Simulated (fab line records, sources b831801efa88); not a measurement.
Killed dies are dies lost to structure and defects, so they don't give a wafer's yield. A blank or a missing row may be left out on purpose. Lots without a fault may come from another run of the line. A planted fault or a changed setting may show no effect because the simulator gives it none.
Which tool did it? | flow gf180mcu | 6 lots, 18 wafers sampled, at 3 steps of a route of 602

WHAT THE GAUGES READ, wafer by wafer
GF_NSD_TW_MEAS_12.
lot  | measured     | on            | NSD_TW
L272 | day 14 06:31 | film_metro-04 | 4227 4230 4251
L279 | day 16 14:04 | film_metro-01 | 4166 4173 4171
L283 | day 18 04:44 | film_metro-02 | 4567 4601 4557
L287 | day 19 14:39 | film_metro-04 | 4262 4242 4254
L290 | day 20 11:35 | film_metro-01 | 4169 4145 4128
L292 | day 21 07:18 | film_metro-02 | 4209 4201 4215

WHICH TOOL RAN EACH LOT (tool, then ch and the chambers of the sampled wafers, then the start)
lot  | GF_NSD_IMPLANT_09               | GF_NSD_STRIP_11
L272 | implanter-04 ch 0, day 14 06:07 | plasma_asher-03 ch 0,1, day 14 06:25
L279 | implanter-03 ch 0, day 16 13:40 | plasma_asher-01 ch 0,1, day 16 13:58
L283 | implanter-03 ch 0, day 18 04:22 | plasma_asher-04 ch 0,1, day 18 04:38
L287 | implanter-04 ch 0, day 19 14:15 | plasma_asher-01 ch 0,1, day 19 14:33
L290 | implanter-04 ch 0, day 20 11:13 | plasma_asher-01 ch 0,1, day 20 11:29
L292 | implanter-04 ch 0, day 21 06:55 | plasma_asher-01 ch 0,1, day 21 07:11
- GF_NSD_IMPLANT_09
- GF_NSD_STRIP_11: strips in O2/N2.

THE ANSWER, worked out from the rows above alone
Rule: what is usual is taken from the lots themselves. Put in order of their means at a reading, lots are off if they are a third of the lots or fewer, leave a main group of 4 or more, and stand apart from it by a gap of 3 or more times the standard deviation of the main group's means; of several such gaps the widest counts. A main group whose means are all the same, to the digits that the tables above print for the reading, isn't used. A lot without any number at a reading at which 4 lots or more have one is off too. The other lots that the step has rows for count as sound.
Off: L283, at GF_NSD_TW_MEAS_12 (NSD_TW). The main group: mean 4203, standard deviation 39.
A tool fits if, at a process step before that reading, it ran every lot that is off, and no sound lot after the first of them. The gauges at GF_NSD_TW_MEAS_12 are tried like those tools. Can't be told from this: 2 tools fit, implanter-03 at GF_NSD_IMPLANT_09, plasma_asher-04 at GF_NSD_STRIP_11.

WHAT THE SIMULATOR HAD PUT IN
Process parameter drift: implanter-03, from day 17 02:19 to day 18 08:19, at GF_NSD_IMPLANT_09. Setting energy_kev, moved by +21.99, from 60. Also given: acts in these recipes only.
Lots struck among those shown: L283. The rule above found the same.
